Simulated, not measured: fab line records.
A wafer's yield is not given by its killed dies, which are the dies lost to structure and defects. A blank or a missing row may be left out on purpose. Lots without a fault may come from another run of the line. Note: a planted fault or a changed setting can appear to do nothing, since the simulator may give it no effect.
Chamber matching + flow gf180mcu + GF_STI_ETCH_14 on rie si-02 has 4 sister chambers
The step etches Si in HBr/Cl2/O2, target depth 360 nm, time 102.9 s. 4 wafers are shown with their chamber, then 9 later ones without.

## EACH WAFER AND ITS CHAMBER
| wafer  | chamber | drypump motor current A (A) |
|--------|---------|-----------------------------|
| L311.1 | 1       | 5.8                         |
| L313.3 | 0       | 6.0                         |
| L313.5 | 3       | 5.6                         |
| L313.6 | 2       | 5.9                         |

## WAFERS MISSING THEIR CHAMBER
| wafer  | drypump motor current A (A) |
|--------|-----------------------------|
| L318.2 | 6.0                         |
| L318.5 | 5.8                         |
| L318.6 | 5.9                         |
| L324.2 | 5.7                         |
| L324.3 | 5.9                         |
| L324.4 | 5.7                         |
| L325.1 | 5.7                         |
| L325.5 | 5.7                         |
| L325.6 | 5.7                         |

## WHICH CHAMBER EACH WENT THROUGH
| wafer  | from the rows above          | in truth |
|--------|------------------------------|----------|
| L318.2 | can't be placed: 0 or 2      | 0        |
| L318.5 | can't be placed: 1 or 2      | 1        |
| L318.6 | can't be placed: 2 or 0 or 1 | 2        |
| L324.2 | can't be placed: 1 or 3 or 2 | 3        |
| L324.3 | can't be placed: 2 or 0 or 1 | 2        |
| L324.4 | can't be placed: 1 or 3 or 2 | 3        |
| L325.1 | can't be placed: 1 or 3 or 2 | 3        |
| L325.5 | can't be placed: 1 or 3 or 2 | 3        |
| L325.6 | can't be placed: 1 or 3 or 2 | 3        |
0 of 9 placed correctly. Can't be placed from these rows: 9 (the true chamber is among the candidates in 9). Placed wrongly: 0.
How it was worked out, from the rows above alone: a wafer's distance from a chamber is the root of the sum, over the readings, of the square of ((its reading less the chamber's mean) divided by the reading's scatter). If the next closest chamber is less than 2 further off than the closest, the wafer can't be placed; otherwise it belongs to the closest. For every chamber, the mean is computed from those of its wafers that are shown. The scatter (one wafer shown for each chamber): square how far every hidden wafer sits from the nearest shown wafer, average those squares and take the square root.
